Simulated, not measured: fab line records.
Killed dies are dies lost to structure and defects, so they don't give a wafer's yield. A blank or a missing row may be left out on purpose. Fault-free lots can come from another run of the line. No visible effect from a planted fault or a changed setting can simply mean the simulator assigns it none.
fab line records | flow sky130
record: lots: 5 | wafers: 15 | last-day: 50
route steps=708 shown VIA1@473 METAL2@483 PAD_OPEN@708
lots untouched by any fault: they come from a run of this same line in which no faults occurred
start-h: start of the lot's first displayed wafer, in hours after the record's first day | wait-h: hours elapsed since this lot's preceding step | " repeats the value in the row above | L1.1+2: a row that stands for several wafers | - either no value or no given start | * or withheld: withheld | < > ~ a bound
route shown NAME@n: a module of which the file shows steps, and the number in the route of the first | usual: mean/standard deviation of fault-free wafers | same: alike in all rows | chamber/n: place in a boat | sites: the reading at each site | _std_site: their standard deviation | _edge_site: outer sites' mean less inner sites' | radius-mm: for every site, how far away it sits from the centre of the wafer | mask NAME#n: copy n | behind: the last tool/chamber to shape the wafer | hold: why the lot was held/for how many hours/how that ended | device: which transistor (n, p or np) failed to switch | end of line: tests run on the same wafers once the route is complete | step lacking rows: just its recipe | killed: the dies lost at the first sort to structure and to defects; this is not the yield of the wafer | map: the dies of a wafer, with x for killed, . for not killed, _ for no die there
set.NAME: setting as actually run; set.NAME@STEP: the setting as run at that earlier step | model.NAME: the simulator's own value behind a step, which no gauge read
lots at some steps of the route; a table a step, a row a wafer
services: a tool's chamber out of use, with start hour (start-h, from the record's first day; less than 0 if before it), hours out, and reason
== steps ==
step: SKY_VIA1_ETCH_15
recipe: target: SiO2 | chemistry: C4F8/O2/Ar | target-depth-nm: 351 | stop-on: TiN | mask-material: KrF-thick | source-w: 1500 | bias-w: 1200 | pressure-mtorr: 40 | c4f8-flow-sccm: withheld | O2_flow_sccm: 6 | Ar_flow_sccm: 300 | time-s: 54
step: SKY_VIA1_STRIP_16
recipe: chemistry: O2/N2 | power-w: 1400 | pressure-mtorr: 1500 | platen-temp-c: withheld | o2-flow-sccm: 3000 | n2-flow-sccm: 300 | overash-fraction: 0.5
step: SKY_VIA1_STRIP_17
recipe: chemistry: post-etch-residue-remover | time-s: 1200 | temp-c: 72.5
step: SKY_VIA1_CLEAN_18
recipe: chemistry: IPA | time-s: 180 | temp-c: 25
step: SKY_VIA1_CLEAN_19
recipe: chemistry: O3/DIW | dry: n2-spin
step: SKY_VIA1_SPUTTER_20
recipe: material: TiN | target-thk-nm: 20 | chamber-pressure-pa: 5 | power-w: 4000 | time-s: 80
step: SKY_VIA1_CVD_21
recipe: material: W | target-thk-nm: 270 | time-s: 80.902 | temp-c: 400 | pressure-torr: 40
step: SKY_VIA1_RS_MEAS_22
recipe: thk-meas-gauge: four-point-probe | reads: W_of_VIA1_CVD_21+TiN_of_VIA1_SPUTTER_20
usual: VIA1_W_RS: 0.428/0.0062
lot.wafer | tool          | chamber | start-h | wait-h | VIA1_W_RS[ohm/sq]
L416.1    | film-metro-02 | -       | 793.38  | 0.1    | 0.437
L416.4    | "             | -       | "       | "      | 0.419
L416.5    | "             | -       | "       | "      | 0.417
L424.3    | film-metro-02 | -       | 864.49  | 0.1    | 0.436
L424.4    | "             | -       | "       | "      | 0.433
L424.5    | "             | -       | "       | "      | 0.429
L429.2    | film-metro-02 | -       | 904.83  | 0.1    | 0.423
L429.4    | "             | -       | "       | "      | 0.433
L429.5    | "             | -       | "       | "      | 0.430
L432.1    | film-metro-03 | -       | 935.86  | 0.1    | 0.425
L432.4    | "             | -       | "       | "      | 0.436
L432.6    | "             | -       | "       | "      | 0.422
L438.2    | film-metro-03 | -       | 958.52  | 0.1    | 0.427
L438.4    | "             | -       | "       | "      | 0.431
L438.5    | "             | -       | "       | "      | 0.427
step: SKY_VIA1_THK_MEAS_23
recipe: thk-meas-gauge: xrf | reads: W_of_VIA1_CVD_21
usual: VIA1_W_THK: 262/4.5
lot.wafer | tool          | chamber | start-h | wait-h | VIA1_W_THK[nm]
L416.1    | film-metro-02 | -       | 793.50  | 0.1    | 257
L416.4    | "             | -       | "       | "      | 267
L416.5    | "             | -       | "       | "      | 269
L424.3    | film-metro-02 | -       | 864.59  | 0.1    | 260
L424.4    | "             | -       | "       | "      | 261
L424.5    | "             | -       | "       | "      | 262
L429.2    | film-metro-02 | -       | 904.94  | 0.1    | 264
L429.4    | "             | -       | "       | "      | 258
L429.5    | "             | -       | "       | "      | 260
L432.1    | film-metro-03 | -       | 935.98  | 0.1    | 262
L432.4    | "             | -       | "       | "      | 254
L432.6    | "             | -       | "       | "      | 262
L438.2    | film-metro-03 | -       | 958.63  | 0.1    | 259
L438.4    | "             | -       | "       | "      | 259
L438.5    | "             | -       | "       | "      | 260
step: SKY_VIA1_CMP_24
recipe: stop-on: SiO2 | t-overpolish-s: 15 | down-force-psi: 3.5 | platen-rpm: 60 | target-thk-nm: 0 | pad-velocity-m-s: 0.94248
usual: motor-current-A: 10.9/0.95 | overpolish-run-s: 15.000/0.0094 | time-to-endpoint-s: 65/4
lot.wafer | tool   | chamber | start-h | wait-h | motor-current-A | overpolish-run-s | time-to-endpoint-s
L416.4    | cmp-01 | 2       | 793.61  | 0.1    | 11.6            | 14.982           | 65
L416.1    | "      | 3       | "       | "      | 13.1            | 14.998           | 60
L416.5    | "      | 2       | "       | "      | 11.9            | 15.004           | 64
L424.3    | cmp-02 | 3       | 864.68  | 0.1    | 9.8             | 14.997           | 64
L424.4    | "      | 0       | "       | "      | 10.9            | 15.010           | 67
L424.5    | "      | 3       | "       | "      | 10.1            | 15.000           | 67
L429.4    | cmp-02 | 3       | 905.04  | 0.1    | 10.5            | 15.002           | 64
L429.2    | "      | 1       | "       | "      | 12.1            | 15.011           | 66
L429.5    | "      | 2       | "       | "      | 10.4            | 15.021           | 67
L432.1    | cmp-01 | 2       | 936.09  | 0.1    | 11.2            | 14.999           | 64
L432.4    | "      | 3       | "       | "      | 12.4            | 15.002           | 60
L432.6    | "      | 1       | "       | "      | 9.7             | 15.005           | 63
L438.2    | cmp-01 | 0       | 958.68  | 0.0    | 11.3            | 14.994           | 71
L438.4    | "      | 1       | "       | "      | 9.5             | 14.987           | 63
L438.5    | "      | 0       | "       | "      | 10.4            | 14.986           | 70
step: SKY_METAL2_SPUTTER_00
recipe: material: Ti | target-thk-nm: 15 | power-w: 3000 | time-s: 10 | chamber-pressure-pa: 0.4
usual: throttle-valve-pct: 30.5/1.3
lot.wafer | tool           | chamber | start-h | wait-h | throttle-valve-pct
L416.1    | pvd-sputter-02 | -       | 793.86  | 0.1    | 29.9
L416.4    | "              | -       | "       | "      | 33.7
L416.5    | "              | -       | "       | "      | 30.0
L424.3    | pvd-sputter-02 | -       | 864.93  | 0.2    | 30.3
L424.4    | "              | -       | "       | "      | 30.9
L424.5    | "              | -       | "       | "      | 33.5
L429.2    | pvd-sputter-03 | -       | 905.29  | 0.1    | 28.3
L429.4    | "              | -       | "       | "      | 31.9
L429.5    | "              | -       | "       | "      | 30.9
L432.1    | pvd-sputter-01 | -       | 936.34  | 0.2    | 30.8
L432.4    | "              | -       | "       | "      | 29.7
L432.6    | "              | -       | "       | "      | 29.5
L438.2    | pvd-sputter-03 | -       | 958.98  | 0.2    | 28.6
L438.4    | "              | -       | "       | "      | 30.6
L438.5    | "              | -       | "       | "      | 30.7
step: SKY_METAL2_SPUTTER_01
recipe: material: TiN | target-thk-nm: 20 | power-w: 6500 | time-s: 16.7 | chamber-pressure-pa: 0.4
usual: throttle-valve-pct: 30.6/1.3
lot.wafer | tool           | chamber | start-h | wait-h | throttle-valve-pct
L416.1    | pvd-sputter-02 | -       | 793.88  | 0.0    | 30.2
L416.4    | "              | -       | "       | "      | 33.6
L416.5    | "              | -       | "       | "      | 30.0
L424.3    | pvd-sputter-02 | -       | 864.95  | 0.0    | 30.2
L424.4    | "              | -       | "       | "      | 30.9
L424.5    | "              | -       | "       | "      | 33.4
L429.2    | pvd-sputter-03 | -       | 905.32  | 0.0    | 28.5
L429.4    | "              | -       | "       | "      | 31.7
L429.5    | "              | -       | "       | "      | 30.8
L432.1    | pvd-sputter-01 | -       | 936.36  | 0.0    | 31.4
L432.4    | "              | -       | "       | "      | 29.7
L432.6    | "              | -       | "       | "      | 29.4
L438.2    | pvd-sputter-03 | -       | 959.00  | 0.0    | 28.5
L438.4    | "              | -       | "       | "      | 30.7
L438.5    | "              | -       | "       | "      | 30.6
step: SKY_METAL2_SPUTTER_02
recipe: material: AlCu | target-thk-nm: 250 | power-w: 10600 | time-s: 13.3 | chamber-pressure-pa: 0.4
usual: throttle-valve-pct: 30.6/1.3
lot.wafer | tool           | chamber | start-h | wait-h | throttle-valve-pct | model.AlCu_of_METAL2_SPUTTER_02.thk-nm
L416.1    | pvd-sputter-02 | -       | 793.91  | 0.0    | 30.3               | 243
L416.4    | "              | -       | "       | "      | 33.4               | 245.8
L416.5    | "              | -       | "       | "      | 30.1               | 242.1
L424.3    | pvd-sputter-02 | -       | 864.97  | 0.0    | 30.0               | 245
L424.4    | "              | -       | "       | "      | 30.8               | 279.9
L424.5    | "              | -       | "       | "      | 33.4               | 246.2
L429.2    | pvd-sputter-03 | -       | 905.34  | 0.0    | 28.4               | 253.3
L429.4    | "              | -       | "       | "      | 31.5               | 252
L429.5    | "              | -       | "       | "      | 30.7               | 252.6
L432.1    | pvd-sputter-01 | -       | 936.39  | 0.0    | 31.2               | 255.9
L432.4    | "              | -       | "       | "      | 29.6               | 252.9
L432.6    | "              | -       | "       | "      | 29.8               | 253
L438.2    | pvd-sputter-03 | -       | 959.03  | 0.0    | 28.7               | 252.5
L438.4    | "              | -       | "       | "      | 30.7               | 253.7
L438.5    | "              | -       | "       | "      | 30.6               | 255.2
step: SKY_METAL2_SPUTTER_03
recipe: material: Ti | target-thk-nm: 5 | power-w: 3000 | time-s: 3.3 | chamber-pressure-pa: 0.4
usual: throttle-valve-pct: 30.6/1.3
lot.wafer | tool           | chamber | start-h | wait-h | throttle-valve-pct
L416.1    | pvd-sputter-02 | -       | 793.93  | 0.0    | 29.9
L416.4    | "              | -       | "       | "      | 33.8
L416.5    | "              | -       | "       | "      | 30.3
L424.3    | pvd-sputter-02 | -       | 865.00  | 0.0    | 30.0
L424.4    | "              | -       | "       | "      | 30.9
L424.5    | "              | -       | "       | "      | 33.4
L429.2    | pvd-sputter-03 | -       | 905.37  | 0.0    | 28.4
L429.4    | "              | -       | "       | "      | 31.9
L429.5    | "              | -       | "       | "      | 30.8
L432.1    | pvd-sputter-01 | -       | 936.41  | 0.0    | 31.1
L432.4    | "              | -       | "       | "      | 29.2
L432.6    | "              | -       | "       | "      | 29.5
L438.2    | pvd-sputter-03 | -       | 959.05  | 0.0    | 28.8
L438.4    | "              | -       | "       | "      | 31.0
L438.5    | "              | -       | "       | "      | 30.4
step: SKY_METAL2_SPUTTER_04
recipe: material: TiN | target-thk-nm: 70 | power-w: 6500 | time-s: 58.3 | chamber-pressure-pa: 0.4
usual: throttle-valve-pct: 30.5/1.3
lot.wafer | tool           | chamber | start-h | wait-h | throttle-valve-pct
L416.1    | pvd-sputter-02 | -       | 793.95  | 0.0    | 30.1
L416.4    | "              | -       | "       | "      | 33.6
L416.5    | "              | -       | "       | "      | 30.1
L424.3    | pvd-sputter-02 | -       | 865.02  | 0.0    | 29.9
L424.4    | "              | -       | "       | "      | 30.6
L424.5    | "              | -       | "       | "      | 33.4
L429.2    | pvd-sputter-03 | -       | 905.38  | 0.0    | 28.5
L429.4    | "              | -       | "       | "      | 31.5
L429.5    | "              | -       | "       | "      | 30.9
L432.1    | pvd-sputter-01 | -       | 936.43  | 0.0    | 30.9
L432.4    | "              | -       | "       | "      | 29.3
L432.6    | "              | -       | "       | "      | 29.3
L438.2    | pvd-sputter-03 | -       | 959.07  | 0.0    | 28.3
L438.4    | "              | -       | "       | "      | 30.8
L438.5    | "              | -       | "       | "      | 30.8
step: SKY_METAL2_RS_MEAS_05
recipe: thk-meas-gauge: four-point-probe | reads: TiN_of_METAL2_SPUTTER_04+Ti_of_METAL2_SPUTTER_03+AlCu_of_METAL2_SPUTTER_02+TiN_of_METAL2_SPUTTER_01+Ti_of_METAL2_SPUTTER_00
usual: METAL2_ALCU_RS: 0.1268/0.0021
lot.wafer | tool          | chamber | start-h | wait-h | METAL2_ALCU_RS[ohm/sq]
L416.1    | film-metro-02 | -       | 794.00  | 0.0    | 0.1308
L416.4    | "             | -       | "       | "      | 0.1291
L416.5    | "             | -       | "       | "      | 0.1311
L424.3    | film-metro-04 | -       | 865.11  | 0.1    | 0.1298
L424.4    | "             | -       | "       | "      | 0.1130
L424.5    | "             | -       | "       | "      | 0.1289
L429.2    | film-metro-02 | -       | 905.45  | 0.0    | 0.1252
L429.4    | "             | -       | "       | "      | 0.1260
L429.5    | "             | -       | "       | "      | 0.1258
L432.1    | film-metro-04 | -       | 936.48  | 0.0    | 0.1239
L432.4    | "             | -       | "       | "      | 0.1255
L432.6    | "             | -       | "       | "      | 0.1251
L438.2    | film-metro-04 | -       | 959.14  | 0.0    | 0.1255
L438.4    | "             | -       | "       | "      | 0.1250
L438.5    | "             | -       | "       | "      | 0.1240
step: SKY_METAL2_THK_MEAS_06
recipe: thk-meas-gauge: xrf | reads: AlCu_of_METAL2_SPUTTER_02
usual: METAL2_ALCU_THK: 251/4.4
lot.wafer | tool          | chamber | start-h | wait-h | METAL2_ALCU_THK[nm]
L416.1    | film-metro-02 | -       | 794.12  | 0.1    | 243
L416.4    | "             | -       | "       | "      | 245
L416.5    | "             | -       | "       | "      | 241
L424.3    | film-metro-04 | -       | 865.21  | 0.1    | 245
L424.4    | "             | -       | "       | "      | 280
L424.5    | "             | -       | "       | "      | 247
L429.2    | film-metro-02 | -       | 905.56  | 0.1    | 253
L429.4    | "             | -       | "       | "      | 252
L429.5    | "             | -       | "       | "      | 254
L432.1    | film-metro-04 | -       | 936.60  | 0.1    | 256
L432.4    | "             | -       | "       | "      | 254
L432.6    | "             | -       | "       | "      | 253
L438.2    | film-metro-04 | -       | 959.25  | 0.1    | 252
L438.4    | "             | -       | "       | "      | 254
L438.5    | "             | -       | "       | "      | 256
step: SKY_METAL2_DEHYDRATE_07
recipe: temp-c: 200 | time-s: 60
step: SKY_PAD_OPEN_PROBE_99
usual: defect-limited-yield: 82.6/2 | killed_at_M0_to_M3: 44/7.3 | killed_at_M4_up: 3.1/1.6 | killed-at-contacts: 24/5.4 | killed-at-front-end: 15/4 | killed-at-other: 0.2/0.49 | killed-dies: 86/10 | killed-open: 48/7.3 | killed-short: 38/6.3 | sort_bin_3_pad_short: 0.8/0.45 | sort_bin_5_function: 10.3/1.5 | sort_bin_6_memory: 6.3/1.2 | sort-n-pass: 406/10 | sort-yield-pct: 82.6/2
same: gross-dies: 492 | killed-at-back-side: 0 | sort_bin_4_leakage[%]: 0 | sort_bin_8_speed[%]: 0
lot.wafer | tool      | chamber | start-h | wait-h | defect-limited-yield[%] | killed_at_M0_to_M3 | killed_at_M4_up | killed-at-contacts | killed-at-front-end | killed-at-other | killed-dies | killed-open | killed-short | sort_bin_3_pad_short[%] | sort_bin_5_function[%] | sort_bin_6_memory[%] | sort-n-pass | sort-yield-pct[%] | model.etest.met2.line-ohm-um | model.etest.met2.rs-ohm-sq
L416.1    | prober-01 | -       | 1076.52 | 0.1    | 83.3                    | 49                 | 4               | 23                 | 6                   | 0               | 82          | 43          | 39           | 0.8                     | 9.8                    | 6.1                  | 410         | 83.3              | 0.91                         | 0.1309
L416.4    | prober-01 | -       | 1076.67 | 0.2    | 83.5                    | 39                 | 3               | 25                 | 14                  | 0               | 81          | 40          | 41           | 1.2                     | 8.5                    | 6.7                  | 411         | 83.5              | 0.8553                       | 0.1295
L416.5    | prober-01 | -       | 1076.72 | 0.2    | 83.1                    | 42                 | 4               | 24                 | 13                  | 0               | 83          | 52          | 31           | 0.6                     | 11.0                   | 5.3                  | 409         | 83.1              | 0.8793                       | 0.1314
L424.3    | prober-01 | -       | 1127.89 | 0.2    | 81.9                    | 51                 | 3               | 22                 | 13                  | 0               | 89          | 52          | 37           | 1.0                     | 10.2                   | 6.9                  | 403         | 81.9              | 0.9519                       | 0.1317
L424.4    | prober-01 | -       | 1127.94 | 0.2    | 81.5                    | 44                 | 4               | 28                 | 15                  | 0               | 91          | 55          | 36           | 0.4                     | 10.2                   | 7.9                  | 401         | 81.5              | 0.8092                       | 0.1147
L424.5    | prober-01 | -       | 1127.99 | 0.2    | 84.6                    | 34                 | 1               | 23                 | 18                  | 0               | 76          | 35          | 41           | 0.6                     | 8.5                    | 6.3                  | 416         | 84.6              | 0.9324                       | 0.1292
L429.2    | prober-02 | -       | 1161.03 | 0.1    | 86.4                    | 42                 | 1               | 17                 | 7                   | 0               | 67          | 36          | 31           | 0.4                     | 9.6                    | 3.7                  | 425         | 86.4              | 0.8854                       | 0.1257
L429.4    | prober-02 | -       | 1161.13 | 0.2    | 84.1                    | 51                 | 3               | 14                 | 9                   | 1               | 78          | 42          | 36           | 0.8                     | 10.8                   | 4.3                  | 414         | 84.1              | 0.9967                       | 0.1293
L429.5    | prober-02 | -       | 1161.18 | 0.2    | 87.4                    | 34                 | 2               | 15                 | 11                  | 0               | 62          | 31          | 31           | 0.2                     | 8.5                    | 3.9                  | 430         | 87.4              | 0.9334                       | 0.1279
L432.1    | prober-02 | -       | 1182.52 | 0.1    | 80.3                    | 41                 | 1               | 30                 | 25                  | 0               | 97          | 58          | 39           | 0.2                     | 13.0                   | 6.5                  | 395         | 80.3              | 0.8779                       | 0.1242
L432.4    | prober-02 | -       | 1182.67 | 0.2    | 80.7                    | 54                 | 2               | 21                 | 18                  | 0               | 95          | 50          | 45           | 1.2                     | 10.6                   | 7.5                  | 397         | 80.7              | 0.9339                       | 0.1268
L432.6    | prober-02 | -       | 1182.77 | 0.2    | 81.5                    | 46                 | 3               | 24                 | 17                  | 1               | 91          | 50          | 41           | 1.0                     | 11.0                   | 6.5                  | 401         | 81.5              | 0.8964                       | 0.1263
L438.2    | prober-01 | -       | 1195.44 | 0.1    | 83.9                    | 37                 | 3               | 25                 | 13                  | 1               | 79          | 50          | 29           | 0.2                     | 9.8                    | 6.1                  | 413         | 83.9              | 0.9166                       | 0.1285
L438.4    | prober-01 | -       | 1195.54 | 0.2    | 79.1                    | 56                 | 3               | 28                 | 16                  | 0               | 103         | 49          | 54           | 1.8                     | 11.4                   | 7.7                  | 389         | 79.1              | 0.9046                       | 0.1262
L438.5    | prober-01 | -       | 1195.59 | 0.2    | 79.7                    | 50                 | 4               | 29                 | 17                  | 0               | 100         | 61          | 39           | 0.6                     | 12.6                   | 7.1                  | 392         | 79.7              | 0.8755                       | 0.1263
killed by level:class
L416.1 VIA1:geometric-particle:open=14 CONTACT:geometric-particle:open=9 VIA3:geometric-particle:open=6 METAL1:geometric-particle:short=5 VIA1:geometric-particle:short=5 METAL2:geometric-particle:short=4 METAL3:geometric-particle:short=4 VIA3:geometric-particle:short=4
L416.4 CONTACT:geometric-particle:open=8 VIA1:geometric-particle:open=8 LI_CONTACT:geometric-particle:open=5 METAL1:geometric-particle:short=5 FIELD_ISO:geometric-particle:short=4 POLY_GATE:geometric-particle:open=4 POLY_GATE:geometric-particle:short=4 LI_CONTACT:geometric-particle:short=4
L416.5 VIA1:geometric-particle:open=11 LI_CONTACT:geometric-particle:open=10 VIA3:geometric-particle:open=9 CONTACT:geometric-particle:open=7 METAL1:geometric-particle:short=6 POLY_GATE:geometric-particle:short=4 VIA1:geometric-particle:short=4 VIA2:geometric-particle:open=4
L424.3 VIA1:geometric-particle:open=12 VIA2:geometric-particle:open=10 LI_CONTACT:geometric-particle:open=7 CONTACT:geometric-particle:open=7 METAL1:geometric-particle:short=7 VIA3:geometric-particle:open=6 FIELD_ISO:geometric-particle:open=4 POLY_GATE:geometric-particle:short=4
L424.4 VIA1:geometric-particle:open=14 LI_CONTACT:geometric-particle:open=14 VIA3:geometric-particle:open=9 CONTACT:geometric-particle:open=7 METAL2:geometric-particle:short=7 CONTACT:geometric-particle:short=5 METAL1:geometric-particle:short=5 FIELD_ISO:geometric-particle:short=4
L424.5 VIA1:geometric-particle:open=8 LI_CONTACT:geometric-particle:open=7 VIA1:geometric-particle:short=6 FIELD_ISO:geometric-particle:short=5 FIELD_ISO:geometric-particle:open=5 LOCAL_INTERCONNECT:geometric-particle:short=5 POLY_GATE:geometric-particle:open=4 LI_CONTACT:geometric-particle:short=4
L429.2 VIA1:geometric-particle:open=10 CONTACT:geometric-particle:open=7 METAL1:geometric-particle:short=7 METAL2:geometric-particle:short=6 LI_CONTACT:geometric-particle:open=5 VIA2:geometric-particle:open=5 VIA3:geometric-particle:open=4 CONTACT:geometric-particle:short=3
L429.4 VIA1:geometric-particle:open=16 METAL1:geometric-particle:short=8 VIA3:geometric-particle:open=7 CONTACT:geometric-particle:open=5 VIA1:geometric-particle:short=5 METAL2:geometric-particle:short=4 VIA2:geometric-particle:open=4 FIELD_ISO:geometric-particle:short=3
L429.5 METAL1:geometric-particle:short=7 CONTACT:geometric-particle:open=6 VIA2:geometric-particle:open=6 VIA1:geometric-particle:open=5 LI_CONTACT:geometric-particle:open=5 METAL3:geometric-particle:short=4 POLY_GATE:geometric-particle:open=3 LOCAL_INTERCONNECT:geometric-particle:short=3
L432.1 CONTACT:geometric-particle:open=13 VIA1:geometric-particle:open=11 VIA3:geometric-particle:open=8 LI_CONTACT:geometric-particle:open=6 FIELD_ISO:geometric-particle:open=5 FIELD_ISO:geometric-particle:short=5 LOCAL_INTERCONNECT:geometric-particle:short=5 METAL1:geometric-particle:short=4
L432.4 VIA1:geometric-particle:open=12 VIA2:geometric-particle:open=9 METAL1:geometric-particle:short=8 VIA3:geometric-particle:open=8 FIELD_ISO:geometric-particle:open=6 LI_CONTACT:geometric-particle:open=5 CONTACT:geometric-particle:short=5 CONTACT:geometric-particle:open=5
L432.6 VIA1:geometric-particle:open=10 VIA2:geometric-particle:open=9 CONTACT:geometric-particle:open=8 LI_CONTACT:geometric-particle:open=7 POLY_GATE:geometric-particle:short=6 FIELD_ISO:geometric-particle:short=5 VIA3:geometric-particle:open=5 CONTACT:geometric-particle:short=4
L438.2 CONTACT:geometric-particle:open=15 VIA1:geometric-particle:open=8 VIA3:geometric-particle:open=6 LI_CONTACT:geometric-particle:open=5 METAL1:geometric-particle:short=5 VIA2:geometric-particle:open=5 FIELD_ISO:geometric-particle:open=3 POLY_GATE:geometric-particle:open=3
L438.4 VIA1:geometric-particle:open=12 VIA1:geometric-particle:short=9 CONTACT:geometric-particle:open=8 VIA3:geometric-particle:open=8 METAL1:geometric-particle:short=7 FIELD_ISO:geometric-particle:open=6 LOCAL_INTERCONNECT:geometric-particle:short=6 CONTACT:geometric-particle:short=6
L438.5 VIA1:geometric-particle:open=13 VIA2:geometric-particle:open=12 CONTACT:geometric-particle:open=10 VIA3:geometric-particle:open=8 CONTACT:geometric-particle:short=7 POLY_GATE:geometric-particle:short=6 POLY_GATE:geometric-particle:open=4 LI_CONTACT:geometric-particle:open=4
== services ==
tool           | chamber | start-h | hours | kind
cmp-02         | -       | 783.71  | 2.2   | repair
pvd-sputter-02 | 0       | 793.42  | -     | consumable-replace:kit
pvd-sputter-02 | 0       | 793.42  | 18.0  | scheduled-down
pvd-sputter-02 | 0       | 793.42  | 18.0  | vent-cycle
pvd-sputter-02 | -       | 802.46  | 1.1   | repair
pvd-sputter-02 | -       | 803.03  | 1.2   | repair
pvd-sputter-02 | -       | 811.89  | 4.4   | repair
cmp-01         | -       | 818.35  | 1.9   | repair
pvd-sputter-01 | 2       | 818.85  | -     | consumable-replace:kit
pvd-sputter-01 | 2       | 818.85  | 18.0  | scheduled-down
pvd-sputter-01 | 2       | 818.85  | 18.0  | vent-cycle
cmp-01         | -       | 827.37  | 4.3   | pm
cmp-01         | -       | 835.05  | 2.0   | repair
pvd-sputter-01 | -       | 841.57  | 7.9   | repair
cmp-01         | -       | 866.99  | 0.9   | repair
pvd-sputter-03 | -       | 877.83  | 0.5   | repair
cmp-01         | -       | 912.00  | 4.0   | pm
cmp-01         | -       | 916.00  | -     | consumable-replace:conditioner
cmp-01         | -       | 916.00  | -     | consumable-replace:pad
pvd-sputter-03 | -       | 929.30  | 0.9   | repair
cmp-02         | -       | 935.41  | 8.7   | pm
pvd-sputter-02 | -       | 935.83  | 12.5  | repair
== key ==
first-sign: step: SKY_METAL2_RS_MEAS_05 | reading: METAL2_ALCU_RS | direction: down | sigmas: 6.5 | usual: 0.1268 | struck: 0.1130
effect: step: SKY_METAL2_THK_MEAS_06 | reading: METAL2_ALCU_THK | direction: up | sigmas: 6.6 | usual: 251 | struck: 280
model-effect: step: SKY_METAL2_SPUTTER_02 | value: AlCu_of_METAL2_SPUTTER_02.thk-nm | without: 248.3 | struck: 279.9
model-effect: step: SKY_PAD_OPEN_PROBE_99 | value: etest.met2.line-ohm-um | without: 0.9159 | struck: 0.8092
met-at SKY_METAL2_SPUTTER_02
struck-wafers L424.4
fault: kind: process-parameter-drift | tool: pvd-sputter-02 | chamber: - | onset-h: 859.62 | steps: SKY_METAL2_SPUTTER_02 | channel: time-s | offset: * | shape: step | end-h: 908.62 | acts-in: * | stated: * | scope: struck-wafers-only
